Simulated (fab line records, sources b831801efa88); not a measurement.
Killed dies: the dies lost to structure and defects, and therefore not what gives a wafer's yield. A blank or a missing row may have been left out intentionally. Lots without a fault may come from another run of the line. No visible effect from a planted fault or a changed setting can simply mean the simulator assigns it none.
fab line records ; flow sky130 ; part 2 of 2: steps 30 to 38 of 38
[record] lots = 5; wafers = 15; last-day = 50
route steps=708 shown CAP2M@604 METAL4@621 VIA4@639
lots with no fault: from the same line, run without faults
start-h: hours from the record's first day to the start of the lot's first wafer shown ; wait-h: time in hours since the lot's previous step ; " as in the row above ; L1.1+2: a row that stands for several wafers ; - either no value or no given start ; * or withheld: withheld ; < > ~ a bound
route shown NAME@n: names a module that has steps shown in the file, with the first one's number in the route ; usual: mean and standard deviation over wafers with no fault ; same: alike in all rows ; chamber/n: place in a boat ; sites: per-site readings ; _std_site: the standard deviation of these ; _edge_site: outer sites' mean less inner sites' ; radius-mm: for every site, how far away it sits from the centre of the wafer ; mask NAME#n: copy n ; behind: the last tool/chamber to shape the wafer ; hold: cause of the lot's hold/its duration in hours/its outcome ; device: transistor that didn't switch, given as n, p or np ; end of line: the tests these same wafers got at the end of their route ; a step without rows: its recipe alone ; killed: the dies lost at the first sort to structure and to defects; this is not the yield of the wafer ; map: a wafer's dies, x killed, . not, _ none there
set.NAME: setting as actually run; set.NAME@STEP: the setting as run at that earlier step ; model.NAME: the simulator's own value behind a step, which no gauge read
lots at some steps of the route; a table a step, a row a wafer
services: when a tool's chamber went out of use (start-h, in hours from the record's first day, below 0 if earlier), for how many hours, and the reason
[[steps]]
[step SKY_METAL4_ETCH_17]
[recipe] target = SiO2; stop-on = TiN; chemistry = C4F8/O2/Ar; source-w = 1500; bias-w = 1200; pressure-mtorr = 40; c4f8-flow-sccm = withheld; O2_flow_sccm = 6; Ar_flow_sccm = 300; time-s = 3.9; target-depth-a = 150
[usual] oes-product-au = 0.754/0.0074; rf-fwd-power-W = 1467/7.6
lot.wafer;tool;chamber;start-h;wait-h;oes-product-au;rf-fwd-power-W;rf-hours-counter-h
L074.1;rie-diel-01;3;1012.98;0.1;0.757;1479;1
L074.3;rie-diel-01;0;1012.98;0.1;0.756;1470;18
L074.6;rie-diel-01;1;1012.98;0.1;0.758;1460;-
L076.2;rie-diel-02;3;1020.06;0.1;0.750;1467;14
L076.4;rie-diel-02;1;1020.06;0.1;0.762;1468;13
L076.6;rie-diel-02;1;1020.06;0.1;0.764;1465;-
L081.1;rie-diel-03;3;1064.23;0.2;0.747;1462;11
L081.2;rie-diel-03;0;1064.23;0.2;0.750;1470;13
L081.3;rie-diel-03;2;1064.23;0.2;0.757;1470;17
L085.2;rie-diel-02;2;1085.80;0.1;0.758;1465;8
L085.5;rie-diel-02;0;1085.80;0.1;0.762;1465;-
L085.6;rie-diel-02;1;1085.80;0.1;0.765;1462;-
L090.1;rie-diel-01;2;1109.47;0.2;0.753;1461;10
L090.2;rie-diel-01;0;1109.47;0.2;0.752;1464;22
L090.3;rie-diel-01;1;1109.47;0.2;0.764;1467;19
[step SKY_METAL4_METAL_ETCH_18]
[recipe] target-depth-a = 8450; stop-on = SiO2; over-etch-frac = 0.3; time-s = 183.1; chemistry = Cl2/BCl3; resist-sidewall-deg = 88; pressure-mtorr = 10; icp-w = 900; bias-w = 48.5; Cl2_flow_sccm = 60; bcl3-flow-sccm = 30
[usual] drypump-motor-current-A = 5.8/0.51; oes-product-au = 0.866/0.0067; rf-fwd-power-W = 897.0/2.9; throttle-valve-pct = 22.265/0.0093
lot.wafer;tool;chamber;start-h;wait-h;drypump-motor-current-A;oes-product-au;rf-fwd-power-W;rf-hours-counter-h;throttle-valve-pct
L074.1;rie-metal-03;1;1013.00;0.0;5.1;0.871;895.5;10;22.283
L074.3;rie-metal-03;1;1013.00;0.0;5.1;0.867;894.4;-;22.262
L074.6;rie-metal-03;1;1013.00;0.0;5.0;0.863;892.6;-;22.262
L076.2;rie-metal-04;1;1020.08;0.0;5.4;0.872;897.3;17;22.265
L076.4;rie-metal-04;0;1020.08;0.0;6.4;0.879;903.4;-;22.255
L076.6;rie-metal-04;1;1020.08;0.0;5.5;0.875;898.0;-;22.256
L081.1;rie-metal-03;0;1064.25;0.0;5.9;0.870;895.9;25;22.261
L081.2;rie-metal-03;1;1064.25;0.0;5.1;0.868;898.9;13;22.268
L081.3;rie-metal-03;1;1064.25;0.0;5.1;0.879;895.8;-;22.272
L085.2;rie-metal-01;1;1085.88;0.1;6.0;0.875;895.8;-;22.255
L085.5;rie-metal-01;1;1085.88;0.1;6.0;0.878;893.0;-;22.274
L085.6;rie-metal-01;1;1085.88;0.1;6.0;0.864;894.7;-;22.254
L090.1;rie-metal-01;1;1109.49;0.0;6.0;0.863;895.8;18;22.258
L090.2;rie-metal-01;0;1109.49;0.0;6.4;0.861;900.4;2;22.269
L090.3;rie-metal-01;0;1109.49;0.0;6.4;0.863;898.6;-;22.254
[step SKY_METAL4_STRIP_19]
[recipe] chemistry = O2/N2; power-w = 1400; pressure-mtorr = 1500; platen-temp-c = withheld; o2-flow-sccm = 3000; n2-flow-sccm = 300; overash-fraction = 0.5
[usual] drypump-motor-current-A = 5.80/0.24; oes-product-au = 0.495/0.0058; strip-time-to-endpoint-s = 6.37/0.079
lot.wafer;tool;chamber;start-h;wait-h;drypump-motor-current-A;oes-product-au;rf-hours-counter-h;strip-time-to-endpoint-s
L074.1;plasma-asher-03;1;1013.17;0.1;5.21;0.499;60;6.36
L074.3;plasma-asher-03;0;1013.17;0.1;5.81;0.491;-;6.34
L074.6;plasma-asher-03;1;1013.17;0.1;5.18;0.491;-;6.37
L076.2;plasma-asher-04;1;1020.26;0.1;5.80;0.502;91;6.53
L076.4;plasma-asher-04;1;1020.26;0.1;5.80;0.497;-;6.36
L076.6;plasma-asher-04;1;1020.26;0.1;5.80;0.502;-;6.45
L081.1;plasma-asher-04;1;1064.43;0.1;5.78;0.487;95;6.32
L081.2;plasma-asher-04;0;1064.43;0.1;6.03;0.492;95;6.39
L081.3;plasma-asher-04;0;1064.43;0.1;6.03;0.493;-;6.37
L085.2;plasma-asher-04;0;1086.18;0.2;6.03;0.497;97;6.40
L085.5;plasma-asher-04;0;1086.18;0.2;6.02;0.502;-;6.43
L085.6;plasma-asher-04;1;1086.18;0.2;5.76;0.497;-;6.42
L090.1;plasma-asher-03;0;1109.67;0.1;5.83;0.507;70;6.55
L090.2;plasma-asher-03;1;1109.67;0.1;5.20;0.486;70;6.33
L090.3;plasma-asher-03;1;1109.67;0.1;5.23;0.498;-;6.27
[step SKY_METAL4_STRIP_20]
[recipe] chemistry = post-etch-residue-remover; time-s = 1200; temp-c = 72.5
[usual] temp-c = 72.49/0.12
lot.wafer;tool;chamber;start-h;wait-h;temp-c
L074.1;wet-bench-01;2;1013.27;0.1;72.48
L074.3;wet-bench-01;2;1013.27;0.1;72.37
L074.6;wet-bench-01;2;1013.27;0.1;72.53
L076.2;wet-bench-01;0;1020.36;0.1;72.54
L076.4;wet-bench-01;0;1020.36;0.1;72.53
L076.6;wet-bench-01;0;1020.36;0.1;72.55
L081.1;wet-bench-04;3;1064.53;0.1;72.79
L081.2;wet-bench-04;3;1064.53;0.1;72.45
L081.3;wet-bench-04;3;1064.53;0.1;72.54
L085.2;wet-bench-04;2;1086.28;0.1;72.47
L085.5;wet-bench-04;2;1086.28;0.1;72.38
L085.6;wet-bench-04;2;1086.28;0.1;72.38
L090.1;wet-bench-03;1;1109.77;0.1;72.44
L090.2;wet-bench-03;1;1109.77;0.1;72.56
L090.3;wet-bench-03;1;1109.77;0.1;72.62
[step SKY_METAL4_CLEAN_21]
[recipe] chemistry = IPA; time-s = 180; temp-c = 25
[usual] temp-c = 24.97/0.13
lot.wafer;tool;chamber;start-h;wait-h;temp-c
L074.1;wet-bench-04;2;1013.62;0.0;24.93
L074.3;wet-bench-04;2;1013.62;0.0;25.07
L074.6;wet-bench-04;2;1013.62;0.0;24.96
L076.2;wet-bench-04;1;1020.70;0.0;25.21
L076.4;wet-bench-04;1;1020.70;0.0;25.12
L076.6;wet-bench-04;1;1020.70;0.0;25.09
L081.1;wet-bench-04;2;1064.87;0.0;25.10
L081.2;wet-bench-04;2;1064.87;0.0;24.86
L081.3;wet-bench-04;2;1064.87;0.0;24.95
L085.2;wet-bench-03;0;1086.82;0.2;24.93
L085.5;wet-bench-03;0;1086.82;0.2;25.12
L085.6;wet-bench-03;0;1086.82;0.2;25.23
L090.1;wet-bench-03;0;1110.14;0.0;25.07
L090.2;wet-bench-03;0;1110.14;0.0;24.89
L090.3;wet-bench-03;0;1110.14;0.0;25.04
[step SKY_METAL4_CLEAN_22]
[recipe] chemistry = O3/DIW; dry = n2-spin
lot.wafer;tool;chamber;start-h;wait-h
L074.1+3+6;wet-bench-03;0;1013.67;0.0
L076.2+4+6;wet-bench-01;2;1020.76;0.0
L081.1+2+3;wet-bench-04;3;1064.98;0.1
L085.2+5+6;wet-bench-03;2;1086.95;0.1
L090.1+2+3;wet-bench-03;3;1110.21;0.0
[step SKY_VIA4_HDPCVD_00]
[recipe] material = SiO2; target-thk-nm = 1750; sigma-open-frac = 0.3; time-s = 291.7; temp-c = 400; sih4-flow-sccm = 60; pressure-mtorr = 6
lot.wafer;tool;chamber;start-h;wait-h
L074.1+3+6;hdpcvd-01;0,1,0;1013.77;0.0
L076.2+4+6;hdpcvd-02;2,1,0;1020.85;0.0
L081.1+2+3;hdpcvd-01;0,2,1;1065.07;0.0
L085.2+5+6;hdpcvd-02;0,0,1;1087.05;0.0
L090.1+2+3;hdpcvd-01;1,2,0;1110.31;0.0
[step SKY_VIA4_THK_MEAS_01]
[recipe] reads = SiO2_of_VIA4_HDPCVD_00
[usual] VIA4_HDPCVD_THK = 1747/16
lot.wafer;tool;chamber;start-h;wait-h;VIA4_HDPCVD_THK[nm]
L074.1;film-metro-02;-;1014.03;0.2;1754
L074.3;film-metro-02;-;1014.03;0.2;1766
L074.6;film-metro-02;-;1014.03;0.2;1742
L076.2;film-metro-04;-;1021.04;0.1;1729
L076.4;film-metro-04;-;1021.04;0.1;1738
L076.6;film-metro-04;-;1021.04;0.1;1740
L081.1;film-metro-04;-;1065.25;0.1;1763
L081.2;film-metro-04;-;1065.25;0.1;1729
L081.3;film-metro-04;-;1065.25;0.1;1762
L085.2;film-metro-02;-;1087.24;0.1;1747
L085.5;film-metro-02;-;1087.24;0.1;1731
L085.6;film-metro-02;-;1087.24;0.1;1750
L090.1;film-metro-03;-;1110.49;0.1;1785
L090.2;film-metro-03;-;1110.49;0.1;1752
L090.3;film-metro-03;-;1110.49;0.1;1748
[step SKY_VIA4_CMP_02]
[recipe] material = SiO2; down-force-psi = 4; platen-rpm = 60; pad-velocity-m-s = 0.94248
[usual] motor-current-A = 11.9/1.2; platen-rpm = 60.00/0.035
lot.wafer;tool;chamber;start-h;wait-h;motor-current-A;platen-rpm
L074.1;cmp-02;1;1014.09;0.1;10.8;60.07
L074.3;cmp-02;3;1014.09;0.1;11.3;59.98
L074.6;cmp-02;1;1014.09;0.1;11.2;60.05
L076.2;cmp-01;2;1021.19;0.1;12.8;60.01
L076.4;cmp-01;3;1021.19;0.1;12.6;60.04
L076.6;cmp-01;1;1021.19;0.1;10.5;60.05
L081.1;cmp-01;2;1065.31;0.1;12.4;59.99
L081.3;cmp-01;3;1065.31;0.1;12.8;60.00
L081.2;cmp-01;1;1065.31;0.1;11.1;59.98
L085.2;cmp-01;1;1087.29;0.0;11.2;59.96
L085.5;cmp-01;1;1087.29;0.0;11.1;59.98
L085.6;cmp-01;2;1087.29;0.0;13.2;60.01
L090.3;cmp-01;1;1110.60;0.1;10.6;59.99
L090.2;cmp-01;2;1110.60;0.1;12.2;59.99
L090.1;cmp-01;3;1110.60;0.1;12.7;60.00
[[services]]
tool;chamber;start-h;hours;kind
wet-bench-04;-;948.38;0.6;repair
cmp-01;-;958.86;54.0;repair
plasma-asher-02;-;963.28;2.8;pm
krf-scanner-01;-;971.18;1.0;pm
krf-scanner-01;-;973.49;0.8;pm
wet-bench-04;-;984.92;4.7;repair
cmp-01;-;990.65;1.9;repair
pvd-sputter-03;-;991.61;0.9;repair
iline-stepper-01;-;1000.65;4.3;pm
rie-metal-01;-;1002.06;15.6;pm
hdpcvd-01;2;1004.36;11.3;repair
cmp-01;-;1005.47;5.3;repair
plasma-asher-04;-;1014.03;1.7;repair
hdpcvd-01;2;1022.01;8.8;repair
wet-bench-03;-;1024.83;53.6;pm
krf-scanner-01;-;1027.31;1.3;pm
cmp-01;-;1032.28;0.5;repair
wet-bench-04;-;1033.61;1.9;pm
krf-scanner-01;-;1036.36;6.1;repair
krf-scanner-01;-;1050.64;0.6;repair
rie-metal-01;1;1053.57;9.2;repair
rie-metal-04;1;1061.51;4.9;repair
cmp-01;-;1075.00;2.3;repair
krf-scanner-01;-;1101.56;2.7;repair
